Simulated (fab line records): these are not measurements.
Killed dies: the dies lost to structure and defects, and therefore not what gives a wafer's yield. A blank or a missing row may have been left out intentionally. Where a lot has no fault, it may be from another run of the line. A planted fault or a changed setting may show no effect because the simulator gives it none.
Which tool was responsible? | flow gf180mcu | Sampling: 11 lots, 33 wafers, 7 of 602 route steps

== WHAT EACH GAUGE READ, for each wafer ==
GF_V1_THK_MEAS_01. Usual: V1_CVD_00_THK gives 621 nm (standard deviation 8.6).
lot  | measured     | on            | V1_CVD_00_THK (nm) | flag
L379 | day 17 15:15 | film-metro-04 | 621 617 632        |
L381 | day 18 06:29 | film-metro-03 | 627 620 615        |
L383 | day 18 19:08 | film-metro-04 | 634 644 639        |
L384 | day 19 00:29 | film-metro-01 | 607 616 617        |
L388 | day 20 15:20 | film-metro-01 | 609 621 614        |
L390 | day 21 09:39 | film-metro-03 | 615 614 618        |
L395 | day 23 02:14 | film-metro-01 | 629 634 627        |
L396 | day 23 11:46 | film-metro-01 | 621 627 612        |
L397 | day 23 16:02 | film-metro-01 | 627 636 620        |
L398 | day 24 04:19 | film-metro-04 | 613 619 624        |
L402 | day 25 04:36 | film-metro-04 | 615 626 617        |

GF_V1_RS_MEAS_24: measurement is done with a four-point probe. Usual: V1_W_RS gives 0.329 ohm/sq (standard deviation 0.0057).
lot  | measured     | on            | V1_W_RS (ohm/sq)  | flag
L379 | day 18 16:11 | film-metro-04 | 0.322 0.332 0.320 |
L381 | day 19 08:14 | film-metro-03 | 0.317 0.327 0.325 |
L383 | day 19 21:51 | film-metro-04 | 0.333 0.322 0.334 |
L384 | day 20 02:40 | film-metro-01 | 0.325 0.335 0.333 |
L388 | day 21 16:04 | film-metro-03 | 0.335 0.337 0.335 |
L390 | day 22 10:56 | film-metro-04 | 0.322 0.337 0.333 |
L395 | day 24 02:07 | film-metro-03 | 0.214 0.221 0.221 | OFF
L396 | day 24 10:55 | film-metro-03 | 0.338 0.337 0.322 |
L397 | day 24 15:25 | film-metro-03 | 0.220 0.221 0.215 | OFF
L398 | day 25 03:04 | film-metro-04 | 0.319 0.320 0.318 |
L402 | day 26 03:03 | film-metro-01 | 0.323 0.326 0.334 |

GF_V1_THK_MEAS_25: measures by xrf. Usual: V1_W_THK gives 359 nm (standard deviation 7).
lot  | measured     | on            | V1_W_THK (nm) | flag
L379 | day 18 16:17 | film-metro-04 | 373 359 373   |
L381 | day 19 08:20 | film-metro-03 | 370 361 365   |
L383 | day 19 21:58 | film-metro-04 | 354 362 349   |
L384 | day 20 02:47 | film-metro-01 | 360 350 350   |
L388 | day 21 16:10 | film-metro-03 | 353 348 350   |
L390 | day 22 11:03 | film-metro-04 | 364 350 354   |
L395 | day 24 02:14 | film-metro-03 | 556 543 541   | OFF
L396 | day 24 11:00 | film-metro-03 | 350 351 366   |
L397 | day 24 15:32 | film-metro-03 | 547 542 562   | OFF
L398 | day 25 03:11 | film-metro-04 | 372 369 372   |
L402 | day 26 03:10 | film-metro-01 | 366 363 354   |

GF_M2_RS_MEAS_05: measurement is done with a four-point probe. Usual: M2_ALCU_RS gives 0.0692 ohm/sq (standard deviation 0.00076).
lot  | measured     | on            | M2_ALCU_RS (ohm/sq)  | flag
L379 | day 18 16:53 | film-metro-02 | 0.0687 0.0686 0.0687 |
L381 | day 19 09:00 | film-metro-03 | 0.0694 0.0705 0.0696 |
L383 | day 19 22:33 | film-metro-03 | 0.0688 0.0683 0.0690 |
L384 | day 20 03:22 | film-metro-04 | 0.0711 0.0696 0.0702 |
L388 | day 21 16:46 | film-metro-04 | 0.0692 0.0698 0.0695 |
L390 | day 22 11:38 | film-metro-04 | 0.0696 0.0688 0.0693 |
L395 | day 24 02:49 | film-metro-02 | 0.0698 0.0694 0.0688 |
L396 | day 24 11:37 | film-metro-03 | 0.0690 0.0695 0.0696 |
L397 | day 24 16:07 | film-metro-02 | 0.0686 0.0684 0.0687 |
L398 | day 25 03:46 | film-metro-04 | 0.0690 0.0698 0.0687 |
L402 | day 26 03:45 | film-metro-02 | 0.0702 0.0697 0.0704 |

== EACH LOT AND THE TOOL THAT RAN IT (in order: tool; ch and the chambers of the sampled wafers; start) ==
lot  | GF_V1_CVD_23                  | GF_V1_CMP_26                  | GF_M2_SPUTTER_04
L379 | cvd-w-02 ch 0,1, day 18 16:02 | cmp-01 ch 0,1, day 18 16:20   | pvd-sputter-01, day 18 16:49
L381 | cvd-w-01 ch 0,1, day 19 08:06 | cmp-01 ch 1,2,3, day 19 08:31 | pvd-sputter-04, day 19 08:56
L383 | cvd-w-02 ch 0,1, day 19 21:44 | cmp-01 ch 0,1,2, day 19 22:05 | pvd-sputter-01, day 19 22:31
L384 | cvd-w-02 ch 0,1, day 20 02:33 | cmp-01 ch 0,1, day 20 02:50   | pvd-sputter-03, day 20 03:19
L388 | cvd-w-02 ch 0, day 21 15:56   | cmp-01 ch 0,1,2, day 21 16:13 | pvd-sputter-03, day 21 16:42
L390 | cvd-w-01 ch 0,1, day 22 10:49 | cmp-02 ch 0,3, day 22 11:09   | pvd-sputter-03, day 22 11:35
L395 | cvd-w-02 ch 0,1, day 24 01:59 | cmp-02 ch 0,2,3, day 24 02:20 | pvd-sputter-04, day 24 02:46
L396 | cvd-w-01 ch 0,1, day 24 10:46 | cmp-01 ch 0,1, day 24 11:02   | pvd-sputter-03, day 24 11:31
L397 | cvd-w-02 ch 0,1, day 24 15:17 | cmp-02 ch 1,2,3, day 24 15:38 | pvd-sputter-04, day 24 16:04
L398 | cvd-w-01 ch 0, day 25 02:56   | cmp-01 ch 0,1,2, day 25 03:14 | pvd-sputter-04, day 25 03:43
L402 | cvd-w-01 ch 0,1, day 26 02:55 | cmp-01 ch 0,1,2, day 26 03:16 | pvd-sputter-01, day 26 03:41
- GF_V1_CVD_23: deposits W, target thk 350 nm, time 105.05 s.
- GF_V1_CMP_26: polishes, stops on SiO2, t overpolish 15 s, target thk 0 nm.
- GF_M2_SPUTTER_04: material TiN, target thk 50 nm, time 41.7 s.

== AS READ BY THE TOOLS THEMSELVES (means over the sampled wafers that have a number; for cases with no such wafer, the mark the record gives instead) ==
GF_V1_CVD_23. Usual: heater-power-w reads 847 W (standard deviation 23).
lot  | tool     | heater-power-w (W) | flag
L379 | cvd-w-02 | 846                |
L381 | cvd-w-01 | 824                |
L383 | cvd-w-02 | 843                |
L384 | cvd-w-02 | 854                |
L388 | cvd-w-02 | 884                |
L390 | cvd-w-01 | 816                |
L395 | cvd-w-02 | 860                |
L396 | cvd-w-01 | 828                |
L397 | cvd-w-02 | 873                |
L398 | cvd-w-01 | 840                |
L402 | cvd-w-01 | 833                |

GF_V1_CMP_26. Usual: motor-current-A 10.9 A, standard deviation 0.97; platen-rpm 60.00 rpm, standard deviation 0.042; retaining-ring-pressure-frac 1.000, standard deviation 0.0045; slurry-filter-dp-kPa 13.49 kPa, standard deviation 0.14; time-to-endpoint-s 86 s, standard deviation 4.5.
lot  | tool   | motor-current-A (A) | platen-rpm (rpm) | retaining-ring-pressure-frac | slurry-filter-dp-kPa (kPa) | time-to-endpoint-s (s) | flag
L379 | cmp-01 | 11.2                | 59.96            | 1.001                        | 13.49                      | 84                     |
L381 | cmp-01 | 10.5                | 60.03            | 1.001                        | 13.54                      | 84                     |
L383 | cmp-01 | 10.4                | 59.98            | 1.003                        | 13.59                      | 82                     |
L384 | cmp-01 | 11.5                | 59.95            | 0.997                        | 13.62                      | 81                     |
L388 | cmp-01 | 10.8                | 60.00            | 0.996                        | 13.43                      | 81                     |
L390 | cmp-02 | 10.8                | 60.00            | 0.995                        | 13.35                      | 89                     |
L395 | cmp-02 | 11.1                | 60.02            | 1.004                        | 13.71                      | 130                    | OFF
L396 | cmp-01 | 11.5                | 59.96            | 1.005                        | 13.47                      | 84                     |
L397 | cmp-02 | 11.8                | 60.02            | 1.001                        | 13.53                      | 131                    | OFF
L398 | cmp-01 | 10.6                | 60.04            | 1.001                        | 13.47                      | 87                     |
L402 | cmp-01 | 10.7                | 60.00            | 0.998                        | 13.52                      | 82                     |

GF_M2_SPUTTER_04. Usual: chamber-pressure-pa 0.3999 Pa, standard deviation 0.00072; throttle-valve-pct 29.8 %, standard deviation 0.88.
lot  | tool           | chamber-pressure-pa (Pa) | throttle-valve-pct (%) | flag
L379 | pvd-sputter-01 | 0.4000                   | 29.9                   |
L381 | pvd-sputter-04 | 0.3999                   | 28.3                   |
L383 | pvd-sputter-01 | 0.4003                   | 30.5                   |
L384 | pvd-sputter-03 | 0.4001                   | 29.4                   |
L388 | pvd-sputter-03 | 0.3995                   | 30.1                   |
L390 | pvd-sputter-03 | 0.3998                   | 30.1                   |
L395 | pvd-sputter-04 | 0.4001                   | 29.6                   |
L396 | pvd-sputter-03 | 0.3999                   | 29.7                   |
L397 | pvd-sputter-04 | 0.3997                   | 30.6                   |
L398 | pvd-sputter-04 | 0.3998                   | 29.7                   |
L402 | pvd-sputter-01 | 0.3996                   | 30.2                   |

== THE ANSWER, worked out from the rows above alone ==
Rule: a lot is off if the mean of its wafers that have a number lies more than 3 standard deviations from the usual mean. Also off: a lot with no number at a reading for which 4 or more lots have one. The other lots that the step has rows for count as sound. Order of review: gauges by route order, followed by the tools' own readings, for which a lot's mean as printed above is used. The first step at which some lot is off is used, and at that step the reading that is off furthest; a lot without a number counts as furthest.
Off: at GF_V1_RS_MEAS_24 (V1_W_RS), L395, L397.
A tool fits if, at a process step before that reading, it ran every lot that is off, and no sound lot after the first of them. Not tried: the gauges at GF_V1_RS_MEAS_24; whatever is off there is also off at GF_V1_CMP_26, on other tools, and gauge error can't account for it. One fits: GF_V1_CVD_23 on cvd-w-02. A fault onset in the window from L388 (day 21 15:56, its last sound lot) to L395 (day 24 01:59, its first lot off) fits.

== WHAT THE SIMULATOR PUT IN ==
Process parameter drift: cvd-w-02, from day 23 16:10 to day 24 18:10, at GF_V1_CVD_23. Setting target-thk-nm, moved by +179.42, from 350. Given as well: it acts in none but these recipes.
Lots struck among those shown: L395, L397. Same finding as the rule above.
